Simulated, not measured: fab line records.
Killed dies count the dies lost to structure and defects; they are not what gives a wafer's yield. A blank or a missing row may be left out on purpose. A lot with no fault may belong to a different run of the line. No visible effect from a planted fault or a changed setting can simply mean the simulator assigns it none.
fab line records / flow sky130
record: lots: 6 wafers: 18 lastDay: 50
route steps=708 shown LDD_N@247 LDD_P@255
lots untouched by any fault: they come from a run of this same line in which no faults occurred
startH: start of the lot's first displayed wafer, in hours after the record's first day / waitH: hours elapsed since this lot's preceding step / " identical to the entry in the row above / L1.1+2: a single row standing in for several wafers / - value missing, or start not given / * or withheld: withheld / < > ~ a bound
route shown NAME@n: names a module that has steps shown in the file, with the first one's number in the route / usual: average and standard deviation across the fault-free wafers / same: alike in all rows / chamber/n: place in a boat / sites: each site's reading / _std_site: their standard deviation / _edge_site: outer sites' mean less inner sites' / radiusMm: how far each site lies from the wafer's centre / mask NAME#n: copy n / behind: tool/chamber where the wafer was last shaped / hold: reason for holding the lot/hours on hold/outcome of the hold / device: the transistor (n, p or np) that didn't switch / end of line: at the end of the route, the tests of the same wafers / a step with no rows: only its recipe / killed: dies lost to structure and defects at the first sort, not the wafer's yield / map: shows each die of a wafer: x if killed, . if not, _ if none is there
set.NAME: the setting the step ran with; set.NAME@STEP: the setting that earlier step ran with / model.NAME: the simulator's own value behind a step, which no gauge read
lots seen at some steps along the route; tables by step, rows by wafer
services: from which hour (startH, from the record's first day; less than 0 if before it) a tool's chamber was out of use, for how many hours, and why
== steps ==
step: SKY_LDD_N_IMPLANT_10
recipe: species: As energyKev: 20 doseCm2: 7.5e+13 tiltDeg: withheld rotationDeg: 203
step: SKY_LDD_N_IMPLANT_11
recipe: species: As energyKev: 20 doseCm2: 7.5e+13 tiltDeg: withheld rotationDeg: 293
step: SKY_LDD_N_IMPLANT_12
recipe: species: BF2 energyKev: 50 doseCm2: 5e+12 tiltDeg: 30 rotationDeg: 0
step: SKY_LDD_N_IMPLANT_13
recipe: species: BF2 energyKev: 50 doseCm2: 5e+12 tiltDeg: 30 rotationDeg: 90
step: SKY_LDD_N_IMPLANT_14
recipe: species: BF2 energyKev: 50 doseCm2: 5e+12 tiltDeg: 30 rotationDeg: 180
step: SKY_LDD_N_IMPLANT_15
recipe: species: BF2 energyKev: 50 doseCm2: 5e+12 tiltDeg: 30 rotationDeg: 270
step: SKY_LDD_N_STRIP_16
recipe: chemistry: O2/N2 powerW: 1400 pressureMtorr: 1500 platenTempC: withheld o2FlowSccm: 3000 n2FlowSccm: 300 overashFraction: 0.5
usual: drypumpMotorCurrentA: 5.9/0.34 oesProductAu: 0.407/0.0049 stripTimeToEndpointS: 4.320/0.013
lot.wafer=L385.2 tool=plasmaAsher-01 chamber=1 startH=436.98 waitH=0.1 drypumpMotorCurrentA=6.2 oesProductAu=0.407 rfHoursCounterH=1 stripTimeToEndpointS=4.339
lot.wafer=L385.5 tool=plasmaAsher-01 chamber=0 startH=436.98 waitH=0.1 drypumpMotorCurrentA=5.9 oesProductAu=0.406 rfHoursCounterH=- stripTimeToEndpointS=4.322
lot.wafer=L385.6 tool=plasmaAsher-01 chamber=1 startH=436.98 waitH=0.1 drypumpMotorCurrentA=6.2 oesProductAu=0.406 rfHoursCounterH=- stripTimeToEndpointS=4.334
lot.wafer=L388.2 tool=plasmaAsher-03 chamber=1 startH=478.39 waitH=0.1 drypumpMotorCurrentA=5.3 oesProductAu=0.400 rfHoursCounterH=83 stripTimeToEndpointS=4.324
lot.wafer=L388.3 tool=plasmaAsher-03 chamber=1 startH=478.39 waitH=0.1 drypumpMotorCurrentA=5.4 oesProductAu=0.408 rfHoursCounterH=- stripTimeToEndpointS=4.302
lot.wafer=L388.6 tool=plasmaAsher-03 chamber=0 startH=478.39 waitH=0.1 drypumpMotorCurrentA=6.1 oesProductAu=0.412 rfHoursCounterH=- stripTimeToEndpointS=4.310
lot.wafer=L387.4 tool=plasmaAsher-01 chamber=1 startH=479.27 waitH=0.1 drypumpMotorCurrentA=6.2 oesProductAu=0.398 rfHoursCounterH=- stripTimeToEndpointS=4.329
lot.wafer=L387.5 tool=plasmaAsher-01 chamber=0 startH=479.27 waitH=0.1 drypumpMotorCurrentA=5.9 oesProductAu=0.406 rfHoursCounterH=- stripTimeToEndpointS=4.313
lot.wafer=L387.6 tool=plasmaAsher-01 chamber=1 startH=479.27 waitH=0.1 drypumpMotorCurrentA=6.2 oesProductAu=0.407 rfHoursCounterH=- stripTimeToEndpointS=4.323
lot.wafer=L394.1 tool=plasmaAsher-01 chamber=1 startH=531.29 waitH=0.1 drypumpMotorCurrentA=6.2 oesProductAu=0.407 rfHoursCounterH=11 stripTimeToEndpointS=4.318
lot.wafer=L394.5 tool=plasmaAsher-01 chamber=0 startH=531.29 waitH=0.1 drypumpMotorCurrentA=5.9 oesProductAu=0.409 rfHoursCounterH=- stripTimeToEndpointS=4.341
lot.wafer=L394.6 tool=plasmaAsher-01 chamber=1 startH=531.29 waitH=0.1 drypumpMotorCurrentA=6.2 oesProductAu=0.400 rfHoursCounterH=- stripTimeToEndpointS=4.309
lot.wafer=L399.1 tool=plasmaAsher-01 chamber=1 startH=565.52 waitH=0.1 drypumpMotorCurrentA=6.2 oesProductAu=0.410 rfHoursCounterH=14 stripTimeToEndpointS=4.323
lot.wafer=L399.3 tool=plasmaAsher-01 chamber=0 startH=565.52 waitH=0.1 drypumpMotorCurrentA=5.9 oesProductAu=0.412 rfHoursCounterH=- stripTimeToEndpointS=4.308
lot.wafer=L399.4 tool=plasmaAsher-01 chamber=1 startH=565.52 waitH=0.1 drypumpMotorCurrentA=6.2 oesProductAu=0.407 rfHoursCounterH=- stripTimeToEndpointS=4.332
lot.wafer=L401.1 tool=plasmaAsher-03 chamber=1 startH=588.52 waitH=0.1 drypumpMotorCurrentA=5.3 oesProductAu=0.403 rfHoursCounterH=95 stripTimeToEndpointS=4.296
lot.wafer=L401.3 tool=plasmaAsher-03 chamber=0 startH=588.52 waitH=0.1 drypumpMotorCurrentA=6.0 oesProductAu=0.411 rfHoursCounterH=- stripTimeToEndpointS=4.325
lot.wafer=L401.6 tool=plasmaAsher-03 chamber=1 startH=588.52 waitH=0.1 drypumpMotorCurrentA=5.3 oesProductAu=0.406 rfHoursCounterH=- stripTimeToEndpointS=4.327
step: SKY_LDD_N_TW_MEAS_17
usual: LDD_N_TW: 2575/15
lot.wafer=L385.2 tool=filmMetro-01 chamber=- startH=437.09 waitH=0.1 LDD_N_TW=2600
lot.wafer=L385.5 tool=filmMetro-01 chamber=- startH=437.09 waitH=0.1 LDD_N_TW=2589
lot.wafer=L385.6 tool=filmMetro-01 chamber=- startH=437.09 waitH=0.1 LDD_N_TW=2577
lot.wafer=L388.2 tool=filmMetro-02 chamber=- startH=478.50 waitH=0.1 LDD_N_TW=2550
lot.wafer=L388.3 tool=filmMetro-02 chamber=- startH=478.50 waitH=0.1 LDD_N_TW=2550
lot.wafer=L388.6 tool=filmMetro-02 chamber=- startH=478.50 waitH=0.1 LDD_N_TW=2575
lot.wafer=L387.4 tool=filmMetro-01 chamber=- startH=479.36 waitH=0.1 LDD_N_TW=2585
lot.wafer=L387.5 tool=filmMetro-01 chamber=- startH=479.36 waitH=0.1 LDD_N_TW=2599
lot.wafer=L387.6 tool=filmMetro-01 chamber=- startH=479.36 waitH=0.1 LDD_N_TW=2597
lot.wafer=L394.1 tool=filmMetro-02 chamber=- startH=531.39 waitH=0.1 LDD_N_TW=2559
lot.wafer=L394.5 tool=filmMetro-02 chamber=- startH=531.39 waitH=0.1 LDD_N_TW=2573
lot.wafer=L394.6 tool=filmMetro-02 chamber=- startH=531.39 waitH=0.1 LDD_N_TW=2548
lot.wafer=L399.1 tool=filmMetro-02 chamber=- startH=565.62 waitH=0.1 LDD_N_TW=2546
lot.wafer=L399.3 tool=filmMetro-02 chamber=- startH=565.62 waitH=0.1 LDD_N_TW=2558
lot.wafer=L399.4 tool=filmMetro-02 chamber=- startH=565.62 waitH=0.1 LDD_N_TW=2555
lot.wafer=L401.1 tool=filmMetro-02 chamber=- startH=588.62 waitH=0.1 LDD_N_TW=2563
lot.wafer=L401.3 tool=filmMetro-02 chamber=- startH=588.62 waitH=0.1 LDD_N_TW=2565
lot.wafer=L401.6 tool=filmMetro-02 chamber=- startH=588.62 waitH=0.1 LDD_N_TW=2565
step: SKY_LDD_P_DEHYDRATE_00
recipe: tempC: 200 timeS: 60
step: SKY_LDD_P_HMDS_01
recipe: primeTimeS: 60 primeTempC: 120
step: SKY_LDD_P_COAT_02
recipe: resist: NOVOLAK spinRpm: 3000 resistThkNm: 1140
step: SKY_LDD_P_SOFTBAKE_03
recipe: tempC: 90 timeS: 60 resist: NOVOLAK
step: SKY_LDD_P_EXPOSE_04
recipe: maskId: PSDM na: 0.6 sourceShape: conventional sigmaOuter: 0.6 polarization: unpolarized targetCdNm: 380 doseMj: 138
usual: exposureDoseMJCm2: 137.95/0.14 focusOffsetNm: 0.0/0.54
lot.wafer=L385.2 tool=ilineStepper-01 chamber=0 startH=452.63 waitH=- mask=PSDM#0 exposureDoseMJCm2=137.99 focusOffsetNm=-0.8
lot.wafer=L385.5 tool=ilineStepper-01 chamber=0 startH=452.63 waitH=- mask=PSDM#0 exposureDoseMJCm2=138.17 focusOffsetNm=-0.5
lot.wafer=L385.6 tool=ilineStepper-01 chamber=0 startH=452.63 waitH=- mask=PSDM#0 exposureDoseMJCm2=137.79 focusOffsetNm=-0.4
lot.wafer=L388.2 tool=ilineStepper-02 chamber=- startH=493.73 waitH=- mask=PSDM#0 exposureDoseMJCm2=- focusOffsetNm=-
lot.wafer=L388.3 tool=ilineStepper-02 chamber=- startH=493.73 waitH=- mask=PSDM#0 exposureDoseMJCm2=- focusOffsetNm=-
lot.wafer=L388.6 tool=ilineStepper-02 chamber=- startH=493.73 waitH=- mask=PSDM#0 exposureDoseMJCm2=- focusOffsetNm=-
lot.wafer=L387.4 tool=ilineStepper-02 chamber=- startH=494.69 waitH=- mask=PSDM#0 exposureDoseMJCm2=- focusOffsetNm=-
lot.wafer=L387.5 tool=ilineStepper-02 chamber=- startH=494.69 waitH=- mask=PSDM#0 exposureDoseMJCm2=- focusOffsetNm=-
lot.wafer=L387.6 tool=ilineStepper-02 chamber=- startH=494.69 waitH=- mask=PSDM#0 exposureDoseMJCm2=- focusOffsetNm=-
lot.wafer=L394.1 tool=ilineStepper-02 chamber=0 startH=547.10 waitH=- mask=PSDM#0 exposureDoseMJCm2=138.01 focusOffsetNm=0.0
lot.wafer=L394.5 tool=ilineStepper-02 chamber=0 startH=547.10 waitH=- mask=PSDM#0 exposureDoseMJCm2=138.06 focusOffsetNm=1.0
lot.wafer=L394.6 tool=ilineStepper-02 chamber=0 startH=547.10 waitH=- mask=PSDM#0 exposureDoseMJCm2=138.10 focusOffsetNm=-0.2
lot.wafer=L399.1 tool=ilineStepper-02 chamber=0 startH=580.90 waitH=- mask=PSDM#0 exposureDoseMJCm2=137.91 focusOffsetNm=0.6
lot.wafer=L399.3 tool=ilineStepper-02 chamber=0 startH=580.90 waitH=- mask=PSDM#0 exposureDoseMJCm2=137.98 focusOffsetNm=-0.2
lot.wafer=L399.4 tool=ilineStepper-02 chamber=0 startH=580.90 waitH=- mask=PSDM#0 exposureDoseMJCm2=137.98 focusOffsetNm=0.0
lot.wafer=L401.1 tool=ilineStepper-01 chamber=0 startH=602.53 waitH=- mask=PSDM#0 exposureDoseMJCm2=137.87 focusOffsetNm=0.1
lot.wafer=L401.3 tool=ilineStepper-01 chamber=0 startH=602.53 waitH=- mask=PSDM#0 exposureDoseMJCm2=137.68 focusOffsetNm=-0.4
lot.wafer=L401.6 tool=ilineStepper-01 chamber=0 startH=602.53 waitH=- mask=PSDM#0 exposureDoseMJCm2=137.88 focusOffsetNm=0.1
step: SKY_LDD_P_PEB_05
recipe: tempC: withheld timeS: * resist: NOVOLAK
== services ==
tool=plasmaAsher-01 chamber=- startH=421.25 hours=9.0 kind=pm
tool=plasmaAsher-01 chamber=0 startH=421.25 hours=9.0 kind=ventCycle
tool=plasmaAsher-01 chamber=1 startH=421.25 hours=9.0 kind=ventCycle
tool=plasmaAsher-01 chamber=0 startH=430.25 hours=- kind=clean
tool=plasmaAsher-01 chamber=1 startH=430.25 hours=- kind=clean
tool=ilineStepper-02 chamber=- startH=431.73 hours=8.0 kind=repair
tool=ilineStepper-02 chamber=0 startH=474.28 hours=- kind=calibration
tool=ilineStepper-01 chamber=- startH=489.55 hours=1.7 kind=pm
tool=ilineStepper-02 chamber=- startH=499.26 hours=1.0 kind=repair
tool=plasmaAsher-01 chamber=- startH=518.98 hours=3.6 kind=repair
tool=ilineStepper-02 chamber=- startH=524.59 hours=1.7 kind=pm
tool=plasmaAsher-01 chamber=- startH=575.69 hours=16.5 kind=repair
tool=ilineStepper-01 chamber=0 startH=579.53 hours=- kind=calibration
tool=ilineStepper-02 chamber=- startH=591.91 hours=16.7 kind=repair
== key ==
firstSign: step: SKY_LDD_P_EXPOSE_04 reading: toolRecord direction: missing
effect none on later readings
metAt SKY_LDD_P_EXPOSE_04
struckWafers L387.4,L387.5,L387.6,L388.2,L388.3,L388.6
sortLeftOut L387.4,L387.5,L387.6,L388.2,L388.3,L388.6
testerLeftOut L387,L388
fault: kind: skippedStepWhole tool: ilineStepper-02 chamber: - onsetH: 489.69 steps: SKY_LDD_P_EXPOSE_04 scope: struckLotsOnly
testerLeftOut: of these lots the tester's yield and bins aren't shown, on N5 and GAA mostly nor the transistor test; their killed dies are dies lost to structure and defects alone, not to doping, threshold or leakage, so they don't give the yield
sortLeftOut: the simulated sort isn't trusted on such a fault, so these wafers' sort isn't shown, and their yield isn't known
